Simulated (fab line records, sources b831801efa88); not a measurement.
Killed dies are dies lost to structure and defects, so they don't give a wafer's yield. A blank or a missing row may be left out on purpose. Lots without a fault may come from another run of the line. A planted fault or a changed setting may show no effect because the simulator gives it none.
Chamber matching | flow sky130 | SKY_LI_CONTACT_HDPCVD_00 on hdpcvd-02: 3 sister chambers
The step deposits PSG, target thk 930 nm, time 155 s. 3 wafers are shown with their chamber, then 7 later ones without.

WAFERS WITH THEIR CHAMBER
wafer  | chamber | run_length_s (s)
L662.4 | 1       | 182.0
L675.1 | 0       | 182.7
L675.3 | 2       | 183.8

WAFERS WITHOUT THEIR CHAMBER
wafer  | run_length_s (s)
L675.5 | 182.7
L676.2 | 184.0
L676.3 | 182.1
L676.5 | 183.5
L680.2 | 182.0
L680.3 | 183.5
L680.4 | 182.1

WHICH CHAMBER EACH WENT THROUGH
wafer  | from the rows above | in truth
L675.5 | 0                   | 0
L676.2 | 2                   | 2
L676.3 | 1                   | 1
L676.5 | 2                   | 2
L680.2 | 1                   | 1
L680.3 | 2                   | 2
L680.4 | 1                   | 1
Placed correctly: 7 of 7. Can't be placed from these rows: 0. Placed wrongly: 0.
How it was worked out, from the rows above alone: a wafer's distance from a chamber is the root of the sum, over the readings, of the square of ((its reading less the chamber's mean) divided by the reading's scatter). The wafer belongs to the nearest chamber; if the next one is less than 2 further off, it can't be placed. A chamber's mean is the mean of its shown wafers. The scatter: with one shown wafer a chamber, the root of the mean of the squares of how far each hidden wafer lies from its nearest shown one.
